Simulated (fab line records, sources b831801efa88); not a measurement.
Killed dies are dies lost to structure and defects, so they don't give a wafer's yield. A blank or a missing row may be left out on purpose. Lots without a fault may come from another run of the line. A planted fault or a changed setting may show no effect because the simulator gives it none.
A struck lot beside a sound one | flow sky130 | 35 steps out of a route of 708
Sound: wafers L733.2, L733.5, L733.6. Struck: wafers L743.2, L743.3, L743.6. The cause comes at the end.
At each step with rows: each side's tool, then ch and its chambers, then its first start. Under that, the readings that differ: sound wafers | struck wafers | difference of the means | sigmas: that difference in standard deviations of wafers without a fault.
alike: readings whose means differ by less than 2 such deviations, and words and numbers that are the same on both sides. not compared: withheld readings, readings that some wafer has no value for, bounds like >300 that may hide the same value, and numbers for which the record gives no deviation and whose values overlap.
The two part at a step that has a row with sigmas, a row that says differs or no value, or rows on one side only. Numbers that don't overlap but have no deviation are shown without sigmas and don't part them. A reading that every wafer of one side lacks parts them only if that side has two wafers or more.

first, 10 steps without rows for these wafers: SKY_VIA2_SOFTBAKE_08 (time 90 s); SKY_VIA2_EXPOSE_09 (exposes mask VIM2, target cd 200 nm); SKY_VIA2_PEB_10; SKY_VIA2_DEVELOP_11 (develop time 60 s); SKY_VIA2_ETCH_14 (etches BARC in N2/H2, stops on SiO2, time 45.9 s, target depth 60 nm); SKY_VIA2_ETCH_15 (etches SiO2 in C4F8/O2/Ar, stops on TiN, target depth 546 nm, time 84 s); SKY_VIA2_STRIP_16 (strips in O2/N2); SKY_VIA2_STRIP_17 (strips in post etch residue remover, time 1200 s); SKY_VIA2_CLEAN_18 (cleans in IPA, time 180 s); SKY_VIA2_CLEAN_19 (cleans in O3/DIW).
SKY_VIA2_SPUTTER_20: material TiN, target thk 20 nm, time 80 s.
  sound on pvd_sputter-03, day 39 19:02; struck on pvd_sputter-01, day 42 16:31
  alike: cathode_dc_power_W, throttle_valve_pct
then, 23 steps without rows for these wafers: SKY_VIA2_CVD_21 (deposits W, target thk 420 nm, time 126.4 s); SKY_VIA2_CMP_24 (polishes, stops on SiO2, t overpolish 20 s, target thk 0 nm); SKY_METAL3_SPUTTER_00 (material Ti, target thk 15 nm, time 10 s); SKY_METAL3_SPUTTER_01 (material TiN, target thk 20 nm, time 16.7 s); SKY_METAL3_SPUTTER_02 (material AlCu, target thk 735 nm, time 39.1 s); SKY_METAL3_SPUTTER_03 (material Ti, target thk 5 nm, time 3.3 s); SKY_METAL3_SPUTTER_04 (material TiN, target thk 70 nm, time 58.3 s); SKY_CAPM_CVD_00 (deposits SiO2, target thk 15.5 nm); SKY_CAPM_SPUTTER_02 (material TiN, target thk 200 nm, time 166.7 s); SKY_CAPM_DEHYDRATE_05 (time 60 s); SKY_CAPM_HMDS_06 (prime time 60 s); SKY_CAPM_COAT_07 (resist thk 1140 nm); SKY_CAPM_SOFTBAKE_08 (time 60 s); SKY_CAPM_EXPOSE_09 (exposes mask CAPM, target cd 1000 nm); SKY_CAPM_PEB_10; SKY_CAPM_DEVELOP_11 (develop time 60 s); SKY_CAPM_METAL_ETCH_13 (etches TiN in Cl2/BCl3, stops on SiO2, target depth 220 nm, time 62.9 s); SKY_CAPM_STRIP_14 (strips in O2/N2); SKY_CAPM_STRIP_15 (strips in post etch residue remover, time 1200 s); SKY_CAPM_CLEAN_16 (cleans in IPA, time 180 s); SKY_CAPM_CLEAN_17 (cleans in O3/DIW); SKY_METAL3_DEHYDRATE_05 (time 60 s); SKY_METAL3_HMDS_06 (prime time 60 s).
-- the record jumps here: 8 days lie between the struck wafers' starts before and after (it left off in module METAL3 and takes up again in module PAD_OPEN, whose first step shown is number 708 of the route) --
SKY_PAD_OPEN_PROBE_99:
  sound on prober-01, day 48 15:39; struck on prober-01, day 50 16:09
  reading                               | sound              | struck            | difference | sigmas
  defect_limited_yield (%)              | 83.3 81.3 80.5     | 70.5 78.5 77.4    | -6.2       | -3
  killed_at_M0_to_M3                    | 39 48 41           | 107 61 70         | +37        | +5
  killed_dies                           | 82 92 96           | 145 106 111       | +31        | +3
  killed_open                           | 51 51 56           | 39 38 35          | -15        | -2
  sort_bin_3_pad_short (%)              | 1.0 1.0 0.6        | 5.5 2.4 3.7       | +3.0       | +8
  sort_bin_5_function (%)               | 10.2 9.8 13.0      | 17.9 13.6 14.0    | +4.2       | +3
  sort_n_pass                           | 410 400 396        | 347 386 381       | -31        | -3
  sort_yield_pct (%)                    | 83.3 81.3 80.5     | 70.5 78.5 77.4    | -6.2       | -3
  model.etest.tester.sort_n_pass        | 410 400 396        | 347 386 381       | -31        |
  model.etest.tester.sort_yield_pct (%) | 83.33 81.3 80.49   | 70.53 78.46 77.44 | -6.23      |
  model.etest.tester.sort_bin_5_pct (%) | 10.16 9.756 13.01  | 17.89 13.62 14.02 | +4.20      |
  model.etest.tester.sort_bin_3_pct (%) | 1.016 1.016 0.6098 | 5.488 2.439 3.659 | +2.981     |
  alike: killed_at_M4_up, killed_at_contacts, killed_at_front_end, killed_at_other, killed_short, sort_bin_6_memory

WHERE THEY PART
Only at SKY_PAD_OPEN_PROBE_99, within this record.

WHY: what the simulator had put in
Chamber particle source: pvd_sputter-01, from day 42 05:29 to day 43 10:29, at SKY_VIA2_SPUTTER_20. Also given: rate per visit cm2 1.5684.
